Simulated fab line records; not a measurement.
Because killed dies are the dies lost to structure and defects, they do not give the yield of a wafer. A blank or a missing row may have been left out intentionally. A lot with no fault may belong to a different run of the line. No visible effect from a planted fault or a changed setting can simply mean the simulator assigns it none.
What tool caused it? | flow gf180mcu | 18 wafers from 6 lots sampled at 2 of the route's 602 steps

## WHAT THE GAUGES SHOWED, per wafer
GF_MVPSD_TW_MEAS_11.
lot  | measured     | on            | MVPSD_TW
L569 | day 5 11:20  | film metro-02 | 562 563 562
L573 | day 6 15:20  | film metro-03 | 556 555 558
L575 | day 7 01:14  | film metro-04 | 566 565 566
L577 | day 7 11:09  | film metro-03 | 560 562 562
L587 | day 10 01:02 | film metro-03 | 554 552 555
L589 | day 10 12:29 | film metro-02 | 565 563 566

## TOOL THAT RAN EACH LOT (tool first, then ch and the chambers of the sampled wafers, then the start)
lot  | GF_MVPSD_IMPLANT_09
L569 | implanter-01 ch 0, day 5 11:05
L573 | implanter-04 ch 0, day 6 15:07
L575 | implanter-04 ch 0, day 7 01:01
L577 | implanter-01 ch 0, day 7 10:56
L587 | implanter-01 ch 0, day 10 00:49
L589 | implanter-04 ch 0, day 10 12:14
- GF_MVPSD_IMPLANT_09

## THE ANSWER, worked out from the rows above alone
Rule: usual is defined by the lots themselves. The widest of any qualifying gaps counts: lots, ordered by their means at a reading, are off when they make up no more than a third of the lots, leave a main group of 4 or more, and stand apart from it by 3 or more times the standard deviation of that group's means. A main group whose means are all the same, to the digits that the tables above print for the reading, isn't used. A lot without any number at a reading at which 4 lots or more have one is off too. Any other lot the step has rows for is counted as sound.
Nothing can be told from this: no lot is off at any reading shown.

## WHAT THE SIMULATOR HAD INSERTED
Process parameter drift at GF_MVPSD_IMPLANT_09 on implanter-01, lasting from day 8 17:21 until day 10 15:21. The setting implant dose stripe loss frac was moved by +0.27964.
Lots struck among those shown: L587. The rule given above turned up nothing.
